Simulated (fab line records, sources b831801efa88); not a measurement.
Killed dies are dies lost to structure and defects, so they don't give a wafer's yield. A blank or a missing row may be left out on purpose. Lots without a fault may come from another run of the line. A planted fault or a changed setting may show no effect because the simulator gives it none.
Tool commonality check | flow gf180mcu | 10 lots, 36 wafers sampled

WHY IT WAS OPENED
At GF_MIM_RS_MEAS_10 the reading MIM_ALCU_RS is flagged on 2 of 10 lots. Wafers without a fault read 0.1602 ohm/sq, standard deviation 0.0022.
Rule: a lot is flagged when every wafer of it that has a number lies more than 4 standard deviations from that mean, or none has a number. The other lots count as sound.

lot  | measured     | on            | MIM_ALCU_RS (ohm/sq), wafer by wafer      | flag
L279 | day 24 17:20 | film_metro-02 | 0.1603 0.1604 0.1586                      |
L281 | day 25 13:58 | film_metro-03 | 0.1623 0.1603 0.1623                      |
L282 | day 25 22:20 | film_metro-03 | 0.1624 0.1610 0.1593                      |
L285 | day 26 20:38 | film_metro-02 | 0.1582 0.1585 0.1611                      |
L286 | day 27 09:52 | film_metro-02 | 0.1591 0.1588 0.1560                      |
L291 | day 28 22:28 | film_metro-04 | 0.1005 0.1010 0.0999 0.1004 0.1009 0.1002 | FLAGGED
L292 | day 29 01:19 | film_metro-02 | 0.1003 0.1005 0.1000 0.1002 0.1008 0.1001 | FLAGGED
L298 | day 30 14:37 | film_metro-04 | 0.1611 0.1607 0.1594                      |
L299 | day 30 16:54 | film_metro-03 | 0.1559 0.1571 0.1568                      |
L300 | day 31 02:13 | film_metro-04 | 0.1596 0.1606 0.1624                      |
The numbers of the flagged lots are 0.1004 ohm/sq on average: -0.0598 ohm/sq against the usual, or -27 standard deviations.

WHICH TOOL RAN EACH LOT
The record holds 4 process steps before the reading, out of a route of 602 steps. In each cell: the tool, then ch and the chambers that the sampled wafers went through, then the start.
lot  | flag    | GF_V4_ETCH_17                                 | GF_MIM_SPUTTER_01            | GF_MIM_SPUTTER_02            | GF_MIM_SPUTTER_08
L279 |         | rie_diel-01 ch 0,2,3, day 24 17:02 or earlier | pvd_sputter-03, day 24 17:02 | pvd_sputter-03, day 24 17:04 | pvd_sputter-01, day 24 17:17
L281 |         | rie_diel-03 ch 0,2,3, day 25 13:38 or earlier | pvd_sputter-03, day 25 13:38 | pvd_sputter-03, day 25 13:40 | pvd_sputter-01, day 25 13:53
L282 |         | rie_diel-01 ch 0,1,2, day 25 22:01 or earlier | pvd_sputter-03, day 25 22:01 | pvd_sputter-03, day 25 22:02 | pvd_sputter-01, day 25 22:17
L285 |         | rie_diel-04 ch 0,1,2, day 26 20:19 or earlier | pvd_sputter-02, day 26 20:19 | pvd_sputter-02, day 26 20:22 | pvd_sputter-01, day 26 20:35
L286 |         | rie_diel-01 ch 1,2,3, day 27 09:31 or earlier | pvd_sputter-02, day 27 09:31 | pvd_sputter-02, day 27 09:32 | pvd_sputter-03, day 27 09:46
L291 | FLAGGED | rie_diel-04 ch 0,1,3, day 28 22:10 or earlier | pvd_sputter-03, day 28 22:10 | pvd_sputter-03, day 28 22:11 | pvd_sputter-01, day 28 22:25
L292 | FLAGGED | rie_diel-04 ch 1,2,3, day 29 00:58 or earlier | pvd_sputter-03, day 29 00:58 | pvd_sputter-03, day 29 01:00 | pvd_sputter-01, day 29 01:14
L298 |         | rie_diel-03 ch 1,2,3, day 30 14:19 or earlier | pvd_sputter-01, day 30 14:19 | pvd_sputter-01, day 30 14:20 | pvd_sputter-03, day 30 14:34
L299 |         | rie_diel-03 ch 2,3, day 30 16:35 or earlier   | pvd_sputter-03, day 30 16:35 | pvd_sputter-03, day 30 16:37 | pvd_sputter-02, day 30 16:50
L300 |         | rie_diel-01 ch 0,2,3, day 31 01:50 or earlier | pvd_sputter-03, day 31 01:50 | pvd_sputter-03, day 31 01:52 | pvd_sputter-02, day 31 02:06
What these steps do:
- GF_V4_ETCH_17: etches SiO2 in C4F8/O2/Ar, stops on TiN, target depth 630 nm.
- GF_MIM_SPUTTER_01: material TiN, target thk 30 nm, time 25 s.
- GF_MIM_SPUTTER_02: material AlCu, target thk 450 nm, time 23.9 s.
- GF_MIM_SPUTTER_08: material AlCu, target thk 200 nm, time 10.6 s.
- GF_MIM_RS_MEAS_10: measures by four-point-probe.

FLAGGED OVER TOTAL, TOOL BY TOOL (the gauges that took the reading come last)
step              | tool           | lots run | flagged | share of the flagged lots | sound lots run after its first flagged lot
GF_V4_ETCH_17     | rie_diel-01    | 4        | 0       | none                      | -
GF_V4_ETCH_17     | rie_diel-03    | 3        | 0       | none                      | -
GF_V4_ETCH_17     | rie_diel-04    | 3        | 2       | all                       | 0
GF_MIM_SPUTTER_01 | pvd_sputter-01 | 1        | 0       | none                      | -
GF_MIM_SPUTTER_01 | pvd_sputter-02 | 2        | 0       | none                      | -
GF_MIM_SPUTTER_01 | pvd_sputter-03 | 7        | 2       | all                       | 2 (L299,L300)
GF_MIM_SPUTTER_02 | pvd_sputter-01 | 1        | 0       | none                      | -
GF_MIM_SPUTTER_02 | pvd_sputter-02 | 2        | 0       | none                      | -
GF_MIM_SPUTTER_02 | pvd_sputter-03 | 7        | 2       | all                       | 2 (L299,L300)
GF_MIM_SPUTTER_08 | pvd_sputter-01 | 6        | 2       | all                       | 0
GF_MIM_SPUTTER_08 | pvd_sputter-02 | 2        | 0       | none                      | -
GF_MIM_SPUTTER_08 | pvd_sputter-03 | 2        | 0       | none                      | -
GF_MIM_RS_MEAS_10 | film_metro-02  | 4        | 1       | some                      | 0
GF_MIM_RS_MEAS_10 | film_metro-03  | 3        | 0       | none                      | -
GF_MIM_RS_MEAS_10 | film_metro-04  | 3        | 1       | some                      | 2 (L298,L300)
GF_V4_ETCH_17 gives no start for some lots, so the hours and the order of its lots are those of GF_MIM_SPUTTER_01.

WHAT THE TABLE ALLOWS
4 rows of the table ran every flagged lot: rie_diel-04 at GF_V4_ETCH_17, pvd_sputter-03 at GF_MIM_SPUTTER_01, pvd_sputter-03 at GF_MIM_SPUTTER_02, pvd_sputter-01 at GF_MIM_SPUTTER_08.
- rie_diel-04 at GF_V4_ETCH_17: 2 of its 3 lots flagged. Its last sound lot is L285 (day 26 20:19), its first flagged lot L291 (day 28 22:10): a fault that began between those two fits.
- pvd_sputter-03 at GF_MIM_SPUTTER_01: 2 of its 7 lots flagged. Sound lots ran on it after the first flagged one (L299, L300), which a lasting fault on the whole tool wouldn't allow.
- pvd_sputter-03 at GF_MIM_SPUTTER_02: 2 of its 7 lots flagged. Sound lots ran on it after the first flagged one (L299, L300), which a lasting fault on the whole tool wouldn't allow.
- pvd_sputter-01 at GF_MIM_SPUTTER_08: 2 of its 6 lots flagged. Its last sound lot is L285 (day 26 20:35), its first flagged lot L291 (day 28 22:25): a fault that began between those two fits.
Counting lots can't tell these 2 tools apart, because each fits a fault that began at some hour. More lots, or a look at what each step does to the wafer, might.

WHAT THE SIMULATOR HAD PUT IN
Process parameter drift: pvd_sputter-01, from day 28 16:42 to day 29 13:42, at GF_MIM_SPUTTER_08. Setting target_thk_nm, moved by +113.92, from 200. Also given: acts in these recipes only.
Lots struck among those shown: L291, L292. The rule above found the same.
